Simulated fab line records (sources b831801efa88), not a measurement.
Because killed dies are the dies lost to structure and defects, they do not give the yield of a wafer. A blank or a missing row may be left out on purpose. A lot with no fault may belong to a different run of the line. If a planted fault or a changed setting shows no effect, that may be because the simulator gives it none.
fab line records	flow gf180mcu	part 2 of 2: steps 28 to 37 of 37
[record] lots = 5	wafers = 15	last_day = 34
route steps=602 shown NSD@242 PSD@248 SAB@264 SALICIDE@278
lots that met no fault: from a run of the same line without faults
start_h: hours from the record's opening day to when the first of the lot's shown wafers began	wait_h: hours since the lot's step before	" as in the row above	L1.1+2: a row that stands for several wafers	- no value, or no start was given	* or withheld: withheld	< > ~ a bound
route shown NAME@n: names a module that has steps shown in the file, with the first one's number in the route	usual: average and standard deviation across the fault-free wafers	same: alike in all rows	chamber/n: place in a boat	sites: each site's reading	_std_site: their standard deviation	_edge_site: the outer-site mean with the inner-site mean subtracted	radius_mm: how far each site lies from the wafer's centre	mask NAME#n: copy n	behind: the last tool/chamber to shape the wafer	hold: reason for holding the lot/hours on hold/outcome of the hold	device: transistor that didn't switch, given as n, p or np	end of line: the tests these same wafers got at the end of their route	for a step that has no rows: nothing shown but its recipe	killed: count of dies lost to structure and defects at first sort (not the wafer's yield)	map: a wafer's dies, marking killed ones x, the rest . and places with no die _
set.NAME: the setting as run; set.NAME@STEP: as run at that earlier step	model.NAME: the simulator's own value behind a step, which no gauge read
lots at selected steps of the route; one table per step, one row per wafer
services: when a tool's chamber went out of use (start_h, in hours from the record's first day, below 0 if earlier), for how many hours, and the reason
[[steps]]
[step GF_SAB_SOFTBAKE_05]
[recipe] temp_c = 90	time_s = 60	resist = NOVOLAK
lot.wafer	tool	chamber	start_h	wait_h
L079.1+2+6	litho_track-01	0	375.60	0.1
L089.2+3+5	litho_track-03	0	468.26	0.1
L091.3+4+5	litho_track-04	0	483.82	0.1
L092.1+3+5	litho_track-01	0	489.45	0.1
L094.2+3+4	litho_track-03	0	504.56	0.1
[step GF_SAB_EXPOSE_06]
[recipe] mask_id = SAB	target_cd_nm = 420	na = 0.6	source_shape = conventional	sigma_outer = 0.6	dose_mj = 140
[usual] exposure_dose_mJ_cm2 = 140.3/0.83
lot.wafer	tool	chamber	start_h	wait_h	mask	exposure_dose_mJ_cm2
L079.1	iline_stepper-02	0	-	-	SAB#0	139.7
L079.2	"	0	"	"	SAB#0	139.6
L079.6	"	0	"	"	SAB#0	139.5
L089.2	iline_stepper-02	0	-	-	SAB#0	142.2
L089.3	"	0	"	"	SAB#0	142.1
L089.5	"	0	"	"	SAB#0	142.1
L091.3	iline_stepper-02	0	-	-	SAB#0	142.0
L091.4	"	0	"	"	SAB#0	142.1
L091.5	"	0	"	"	SAB#0	142.2
L092.1	iline_stepper-01	0	-	-	SAB#0	139.6
L092.3	"	0	"	"	SAB#0	139.9
L092.5	"	0	"	"	SAB#0	139.7
L094.2	iline_stepper-01	0	-	-	SAB#0	140.3
L094.3	"	0	"	"	SAB#0	139.8
L094.4	"	0	"	"	SAB#0	140.1
[step GF_SAB_PEB_07]
[recipe] temp_c = withheld	time_s = *	resist = NOVOLAK
lot.wafer	tool	chamber	start_h	wait_h
L079.1+2+6	litho_track-01	0	-	-
L089.2+3+5	litho_track-03	0	-	-
L091.3+4+5	litho_track-04	0	-	-
L092.1+3+5	litho_track-03	0	-	-
L094.2+3+4	litho_track-04	0	-	-
[step GF_SAB_DEVELOP_08]
[recipe] develop_time_s = 60	dev_temp_c = 23
lot.wafer	tool	chamber	start_h	wait_h
L079.1+2+6	litho_track-01	0	387.10	0.1
L089.2+3+5	litho_track-03	0	480.31	0.1
L091.3+4+5	litho_track-04	0	495.42	0.1
L092.1+3+5	litho_track-03	0	500.78	0.1
L094.2+3+4	litho_track-04	0	516.60	0.1
[step GF_SAB_CD_MEAS_09]
[recipe] target_cd_nm = 420
[usual] cd_nm = 420.7/2.2
lot.wafer	tool	chamber	start_h	wait_h	cd_nm
L079.1	cd_sem-02	-	387.34	0.2	421.9
L079.2	"	-	"	"	425.0
L079.6	"	-	"	"	421.2
L089.2	cd_sem-02	-	480.45	0.1	419.2
L089.3	"	-	"	"	418.8
L089.5	"	-	"	"	417.9
L091.3	cd_sem-01	-	495.56	0.1	420.7
L091.4	"	-	"	"	421.1
L091.5	"	-	"	"	421.5
L092.1	cd_sem-01	-	500.93	0.1	420.1
L092.3	"	-	"	"	420.7
L092.5	"	-	"	"	419.5
L094.2	cd_sem-02	-	516.74	0.1	422.4
L094.3	"	-	"	"	422.0
L094.4	"	-	"	"	423.2
[step GF_SAB_OVL_MEAS_10]
[usual] SAB_OVL = -0.4/1.2
lot.wafer	tool	chamber	start_h	wait_h	SAB_OVL[nm]
L079.1	overlay-02	-	387.46	0.1	-1.6
L079.2	"	-	"	"	-0.2
L079.6	"	-	"	"	-1.3
L089.2	overlay-02	-	480.56	0.1	0.0
L089.3	"	-	"	"	-0.3
L089.5	"	-	"	"	0.0
L091.3	overlay-02	-	495.65	0.1	0.9
L091.4	"	-	"	"	-1.7
L091.5	"	-	"	"	-0.8
L092.1	overlay-01	-	501.05	0.1	-1.1
L092.3	"	-	"	"	-0.7
L092.5	"	-	"	"	-0.3
L094.2	overlay-02	-	516.85	0.1	1.8
L094.3	"	-	"	"	-0.2
L094.4	"	-	"	"	-0.1
[step GF_SAB_ETCH_11]
[recipe] chemistry = C4F8/O2/Ar	mask_material = NOVOLAK	target = SiO2	target_depth_nm = 55	source_w = 1500	bias_w = 1200	pressure_mtorr = 40	c4f8_flow_sccm = withheld	O2_flow_sccm = 6	Ar_flow_sccm = 300	time_s = 8.5
[usual] oes_product_au = 0.996/0.0097
lot.wafer	tool	chamber	start_h	wait_h	oes_product_au	rf_hours_counter_h
L079.1	rie_diel-02	3	387.50	0.0	0.995	79
L079.2	"	1	"	"	0.992	76
L079.6	"	1	"	"	0.983	-
L089.2	rie_diel-04	3	480.59	0.0	0.990	59
L089.3	"	0	"	"	0.999	8
L089.5	"	2	"	"	0.995	-
L091.3	rie_diel-02	1	495.68	0.0	0.988	78
L091.4	"	2	"	"	0.981	15
L091.5	"	1	"	"	0.974	-
L092.1	rie_diel-02	0	501.09	0.0	1.004	10
L092.3	"	3	"	"	0.996	82
L092.5	"	0	"	"	1.009	-
L094.2	rie_diel-01	2	516.88	0.0	0.999	60
L094.3	"	0	"	"	0.985	16
L094.4	"	3	"	"	0.995	54
[step GF_SAB_WET_ETCH_12]
[recipe] chemistry = dHF	target_depth_nm = 22	dry = n2_spin	target = SiO2	temp_c = 25	dilution = 100:1	time_s = 440
[usual] temp_c = 25.01/0.11
lot.wafer	tool	chamber	start_h	wait_h	temp_c
L079.1	wet_bench-01	0	387.52	0.0	25.04
L079.2	"	0	"	"	24.94
L079.6	"	0	"	"	24.94
L089.2	wet_bench-01	2	480.61	0.0	24.98
L089.3	"	2	"	"	25.11
L089.5	"	2	"	"	24.92
L091.3	wet_bench-01	2	495.70	0.0	25.11
L091.4	"	2	"	"	25.12
L091.5	"	2	"	"	25.13
L092.1	wet_bench-04	3	501.11	0.0	24.93
L092.3	"	3	"	"	24.96
L092.5	"	3	"	"	24.86
L094.2	wet_bench-02	3	516.90	0.0	25.12
L094.3	"	3	"	"	25.11
L094.4	"	3	"	"	25.13
[step GF_SAB_STRIP_13]
[recipe] chemistry = O2/N2	power_w = 1400	pressure_mtorr = 1500	platen_temp_c = 250	o2_flow_sccm = 3000	n2_flow_sccm = 300	overash_fraction = 0.5
[usual] drypump_motor_current_A = 5.5/0.65	heater_power_w = 340/35	o2_flow_sccm = 3003/9.2	oes_product_au = 0.710/0.0046	strip_time_to_endpoint_s = 12.60/0.042
lot.wafer	tool	chamber	start_h	wait_h	drypump_motor_current_A	heater_power_w	o2_flow_sccm	oes_product_au	rf_hours_counter_h	strip_time_to_endpoint_s
L079.1	plasma_asher-02	0	387.65	0.0	6.3	304	2985	0.709	28	12.60
L079.2	"	1	"	"	6.4	357	3001	0.705	28	12.63
L079.6	"	1	"	"	6.4	353	3005	0.716	-	12.64
L089.2	plasma_asher-03	1	480.74	0.0	4.8	363	3000	0.711	68	12.59
L089.3	"	0	"	"	4.8	397	2987	0.713	-	12.56
L089.5	"	0	"	"	4.8	401	3005	0.703	-	12.61
L091.3	plasma_asher-04	1	495.86	0.0	5.3	301	3005	0.711	-	12.59
L091.4	"	0	"	"	5.2	313	3002	0.702	-	12.57
L091.5	"	0	"	"	5.2	304	3001	0.709	-	12.58
L092.1	plasma_asher-02	1	501.24	0.0	6.4	355	3012	0.710	39	12.60
L092.3	"	0	"	"	6.3	305	3003	0.718	-	12.59
L092.5	"	1	"	"	6.4	350	3005	0.711	-	12.62
L094.2	plasma_asher-02	1	517.04	0.0	6.4	346	3003	0.709	40	12.66
L094.3	"	0	"	"	6.3	313	2998	0.717	-	12.68
L094.4	"	1	"	"	6.4	346	3004	0.708	-	12.69
[step GF_SALICIDE_CLEAN_00]
[recipe] chemistry = SC1/SC2	mix = 1:4:20	temp_c = 70	time_s = 150
[usual] temp_c = 69.99/0.12
lot.wafer	tool	chamber	start_h	wait_h	temp_c
L079.1	wet_bench-04	0	387.75	0.1	69.97
L079.2	"	0	"	"	70.08
L079.6	"	0	"	"	70.03
L089.2	wet_bench-03	3	480.84	0.1	69.97
L089.3	"	3	"	"	69.99
L089.5	"	3	"	"	69.93
L091.3	wet_bench-02	3	495.93	0.0	69.82
L091.4	"	3	"	"	70.06
L091.5	"	3	"	"	70.02
L092.1	wet_bench-03	0	501.34	0.1	70.02
L092.3	"	0	"	"	70.01
L092.5	"	0	"	"	69.92
L094.2	wet_bench-03	1	517.14	0.1	70.05
L094.3	"	1	"	"	70.09
L094.4	"	1	"	"	69.96
[[services]]
tool	chamber	start_h	hours	kind
implanter-01	-	319.98	4.7	pm
rie_diel-02	-	323.78	0.3	repair
pecvd-01	1	331.53	12.4	repair
pecvd-04	-	340.66	1.0	repair
rie_diel-02	0	355.59	4.2	repair
pecvd-04	-	357.62	2.1	repair
wet_bench-03	-	367.31	9.7	repair
iline_stepper-02	-	370.98	1.5	repair
wet_bench-01	-	381.74	1.5	repair
plasma_asher-02	-	383.30	2.8	pm
rtp_anneal-01	-	385.30	3.5	repair
plasma_asher-04	-	391.33	0.7	repair
iline_stepper-02	-	412.50	1.7	pm
pecvd-04	0	418.07	8.0	repair
iline_stepper-01	-	424.80	1.7	pm
rie_diel-02	-	430.69	0.8	repair
iline_stepper-02	-	437.87	6.3	repair
iline_stepper-02	-	447.51	3.6	repair
plasma_asher-02	-	451.00	2.2	repair
pecvd-04	-	453.88	2.0	repair
implanter-03	-	459.04	2.6	repair
rie_diel-02	3	482.87	9.7	repair
plasma_asher-02	-	484.69	14.6	pm
iline_stepper-01	-	515.42	0.7	repair
